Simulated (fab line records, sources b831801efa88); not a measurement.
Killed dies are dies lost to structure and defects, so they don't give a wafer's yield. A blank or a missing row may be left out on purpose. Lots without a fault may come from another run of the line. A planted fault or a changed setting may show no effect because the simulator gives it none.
One fault seen from 2 desks | flow sky130 | each desk has only its own numbers; what lay behind them comes last

THE TOOL OWNER'S DESK: lpcvd-02
The tool's own readings at SKY_SONOS_ONO_CVD_02 (deposits Si3N4 from DCS/NH3, target thk 10.5 nm, time 180 s): means of the sampled wafers that have a number, for each lot that ran on this tool. A lot is out of limits, marked OUT, if its mean lies more than 4 standard deviations from the usual mean; the brackets give that distance.
Columns: A = spike_tc_bottom_C at SKY_SONOS_ONO_CVD_02, usual 790.4 C; B = spike_tc_centre_C at SKY_SONOS_ONO_CVD_02, usual 769.7 C; C = spike_tc_lower_C at SKY_SONOS_ONO_CVD_02, usual 769.7 C; D = spike_tc_top_C at SKY_SONOS_ONO_CVD_02, usual 787.2 C; E = spike_tc_upper_C at SKY_SONOS_ONO_CVD_02, usual 769.8 C
lot  | first seen here | A                | B               | C               | D               | E
L707 | day 9 12:22     | 789.1            | 770.0           | 769.8           | 786.3           | 769.9
L708 | day 9 19:58     | 788.8            | 770.3           | 769.9           | 787.0           | 769.7
L709 | day 10 04:09    | 791.8            | 770.2           | 770.3           | 786.9           | 769.6
L712 | day 10 21:24    | 789.3            | 769.7           | 768.6           | 787.3           | 771.0
L714 | day 11 09:22    | 789.3            | 769.7           | 769.5           | 787.2           | 770.1
L715 | day 11 17:20    | 789.2            | 769.5           | 769.9           | 787.1           | 770.8
L716 | day 11 21:23    | 792.2            | 770.1           | 769.5           | 787.9           | 769.4
L718 | day 12 08:45    | 790.4            | 770.7           | 769.6           | 787.9           | 768.9
L719 | day 12 13:28    | 790.6            | 769.7           | 769.8           | 786.4           | 769.1
L723 | day 14 00:41    | 779.3 (-7.4) OUT | 756.6 (-13) OUT | 757.3 (-11) OUT | 775.8 (-12) OUT | 756.0 (-13) OUT
L728 | day 22 20:41    | 789.9            | 770.0           | 769.6           | 787.1           | 770.1
L729 | day 22 20:41    | 792.7            | 768.6           | 770.4           | 787.9           | 769.6
L730 | day 22 20:41    | 791.3            | 768.9           | 768.5           | 786.9           | 769.7
This desk's finding: out of limits on L723; first on L723, day 14 00:41 (spike_tc_bottom_C at SKY_SONOS_ONO_CVD_02). In limits: L707, L708, L709, L712, L714, L715, L716, L718, L719, L728, L729, L730.

THE METROLOGY DESK
What the gauges read, lot by lot, whatever tool the lot ran on: means of the sampled wafers that have a number. A lot is out of limits, marked OUT, if its mean lies more than 4 standard deviations from the usual mean; the brackets give that distance.
Columns: A = NWELL_2_TW at SKY_NWELL_TW_MEAS_26, usual 494; B = VT_ADJUST_LVTN_TW at SKY_VT_ADJUST_LVTN_TW_MEAS_10, usual 242.2; C = VT_ADJUST_LVTN_01_OVL at SKY_VT_ADJUST_LVTN_OVL_MEAS_18, usual -0.2 nm; D = SONOS_ONO_CVD_02_THK at SKY_SONOS_ONO_THK_MEAS_03, usual 10.53 nm
lot  | first seen here | A   | B     | C    | D
L707 | day 5 06:49     | 491 | 243.6 | -0.6 | 10.54
L708 | day 5 11:23     | 489 | 241.2 | 1.1  | 10.48
L709 | day 5 18:06     | 489 | 240.0 | -0.3 | 10.59
L712 | day 6 11:20     | 501 | 244.3 | -0.5 | 10.71
L714 | day 6 21:13     | 494 | 244.6 | 0.8  | 10.41
L715 | day 7 02:29     | 493 | 243.6 | 0.3  | 10.65
L716 | day 7 04:02     | 493 | 242.9 | -3.0 | 10.54
L718 | day 7 12:12     | 492 | 243.1 | 0.1  | 10.48
L719 | day 7 15:47     | 490 | 239.1 | -3.1 | 10.41
L723 | day 8 05:58     | 501 | 238.5 | -0.8 | 8.38 (-18) OUT
L728 | day 14 07:10    | 491 | 243.5 | -0.6 | 10.41
L730 | day 14 07:38    | 492 | 242.6 | -0.4 | 10.55
L729 | day 14 08:07    | 496 | 240.2 | 0.5  | 10.35
This desk's finding: out of limits on L723; first on L723, day 14 01:44 (SONOS_ONO_CVD_02_THK at SKY_SONOS_ONO_THK_MEAS_03). In limits: L707, L708, L709, L712, L714, L715, L716, L718, L719, L728, L730, L729.

PUT TOGETHER
The tool owner's desk could have raised an alarm at day 14 00:41, on L723.
The metrology desk could have raised an alarm at day 14 01:44, on L723.
Of the lots named, all ran SKY_SONOS_ONO_CVD_02 on lpcvd-02.

WHAT THE SIMULATOR HAD PUT IN
Process parameter drift: lpcvd-02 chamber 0, from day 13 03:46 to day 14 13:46, at SKY_SONOS_ONO_CVD_02. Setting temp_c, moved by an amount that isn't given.
Lots struck among those shown: L723.
Hours from the fault's start to each desk's first reading out of limits: the tool owner's desk, 21; the metrology desk, 22.
